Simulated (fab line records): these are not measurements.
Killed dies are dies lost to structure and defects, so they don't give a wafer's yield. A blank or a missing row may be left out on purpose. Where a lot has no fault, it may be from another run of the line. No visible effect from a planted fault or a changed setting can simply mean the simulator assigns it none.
One fault seen from 2 desks / flow gf180mcu / numbers are kept per desk, each desk with only its own; the story behind them comes last

## FROM THE METROLOGY DESK
What the gauges read, lot by lot, whatever tool the lot ran on: means of the sampled wafers that have a number. The brackets show how far a lot's mean lies from the usual mean; more than 4 standard deviations puts the lot out of limits, marked OUT.
Columns: A = V4_W_RS at GF_V4_RS_MEAS_24, usual 0.327 ohm/sq; B = V4_W_THK at GF_V4_THK_MEAS_25, usual 339 nm; C = MIM_CVD_05_THK at GF_MIM_THK_MEAS_06, usual 42.0 nm; D = MIM_ALCU_RS at GF_MIM_RS_MEAS_10, usual 0.1600 ohm/sq; E = MIM_ALCU_THK at GF_MIM_THK_MEAS_11, usual 201.4 nm
lot=L165; first seen here=day 25 08:17; A=0.322; B=348; C=42.4; D=0.1597; E=202.1
lot=L171; first seen here=day 27 13:34; A=0.329; B=335; C=41.6; D=0.1603; E=200.2
lot=L172; first seen here=day 27 15:46; A=0.322; B=341; C=42.3; D=0.1600; E=202.8
lot=L175; first seen here=day 28 14:25; A=0.332; B=334; C=41.9; D=0.1613; E=200.0
lot=L181; first seen here=day 30 08:43; A=0.333; B=332; C=42.5; D=0.1611; E=197.9
lot=L185; first seen here=day 31 08:47; A=0.322; B=343; C=41.4; D=0.1591; E=203.7
This desk's verdict: no lot among the 6 shows anything out of limits.

## AT THE TOOL OWNER'S DESK: pvd sputter-04
The tool's own readings at GF_MIM_SPUTTER_08 (material AlCu, target thk 200 nm, time 10.6 s): means of the sampled wafers that have a number, for each lot that ran on this tool. The brackets show how far a lot's mean lies from the usual mean; more than 4 standard deviations puts the lot out of limits, marked OUT.
Columns: A = chamber pressure pa at GF_MIM_SPUTTER_08, usual 0.4001 Pa; B = throttle valve pct at GF_MIM_SPUTTER_08, usual 30.1 %
lot=L165; first seen here=day 25 09:06; A=0.4007; B=30.8
lot=L171; first seen here=day 27 14:35; A=0.4118 (+14) OUT; B=29.9
lot=L175; first seen here=day 28 15:14; A=0.4118 (+14) OUT; B=30.6
This desk finds L171, L175 out of limits, L171 being first, at day 27 14:35 (chamber pressure pa at GF_MIM_SPUTTER_08). L165: within limits.

## TAKEN TOGETHER
An alarm could have come from the tool owner's desk at day 27 14:35, on L171, L175.
At the metrology desk, nothing out of limits was observed.
The metrology desk holds a record of L171, L175, inside its limits.
The lots listed all ran GF_MIM_SPUTTER_08 on pvd sputter-04.

## WHAT THE SIMULATOR HAD INSERTED
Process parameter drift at GF_MIM_SPUTTER_08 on pvd sputter-04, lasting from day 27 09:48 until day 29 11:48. The setting chamber pressure pa was moved by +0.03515, starting from 0.4. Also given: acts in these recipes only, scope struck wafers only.
Lots struck among those shown: L171, L175.
Delay in hours, fault start to first out-of-limits reading, by desk: the tool owner's desk at 5.
